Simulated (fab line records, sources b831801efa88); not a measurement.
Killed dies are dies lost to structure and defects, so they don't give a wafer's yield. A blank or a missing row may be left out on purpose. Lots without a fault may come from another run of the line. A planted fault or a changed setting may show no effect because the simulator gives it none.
One fault seen from 2 desks | flow sky130 | each desk has only its own numbers; what lay behind them comes last

THE TOOL OWNER'S DESK: cmp-01
The tool's own readings at SKY_VIA3_CMP_24 (polishes, stops on SiO2, t overpolish 20 s, target thk 0 nm): means of the sampled wafers that have a number, for each lot that ran on this tool. A lot is out of limits, marked OUT, if its mean lies more than 4 standard deviations from the usual mean; the brackets give that distance.
Columns: A = motor_current_A at SKY_VIA3_CMP_24, usual 11.1 A; B = overpolish_run_s at SKY_VIA3_CMP_24, usual 20.000 s; C = time_to_endpoint_s at SKY_VIA3_CMP_24, usual 95 s
lot  | first seen here | A    | B                | C
L228 | day 40 18:37    | 9.9  | 20.002           | 97
L236 | day 43 14:59    | 11.7 | 20.704 (+75) OUT | 99
L247 | day 46 08:58    | 10.6 | 20.004           | 96
This desk's finding: out of limits on L236; first on L236, day 43 14:59 (overpolish_run_s at SKY_VIA3_CMP_24). In limits: L228, L247.

THE METROLOGY DESK
What the gauges read, lot by lot, whatever tool the lot ran on: means of the sampled wafers that have a number. A lot is out of limits, marked OUT, if its mean lies more than 4 standard deviations from the usual mean; the brackets give that distance.
Columns: A = cd_nm at SKY_VIA3_CD_MEAS_12, usual 199.8 nm
lot  | first seen here | A
L225 | day 40 05:14    | 199.1
L226 | day 40 05:17    | 199.0
L227 | day 40 15:54    | 199.3
L228 | day 40 16:59    | 199.9
L236 | day 43 13:41    | 199.5
L239 | day 44 08:41    | 201.4
L238 | day 44 11:20    | 198.4
L242 | day 45 05:44    | 199.3
L244 | day 45 11:37    | 199.8
L245 | day 45 12:05    | 201.0
L247 | day 46 07:45    | 197.7
This desk's finding: nothing out of limits on any of the 11 lots.

PUT TOGETHER
The tool owner's desk could have raised an alarm at day 43 14:59, on L236.
The metrology desk saw nothing out of limits.
The metrology desk has L236 on record, within its limits.
Of the lots named, all ran SKY_VIA3_CMP_24 on cmp-01.

WHAT THE SIMULATOR HAD PUT IN
Process parameter drift: cmp-01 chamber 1, from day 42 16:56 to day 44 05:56, at SKY_VIA3_CMP_24. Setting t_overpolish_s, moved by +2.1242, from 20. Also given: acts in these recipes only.
Lots struck among those shown: L236.
Hours from the fault's start to each desk's first reading out of limits: the tool owner's desk, 22.
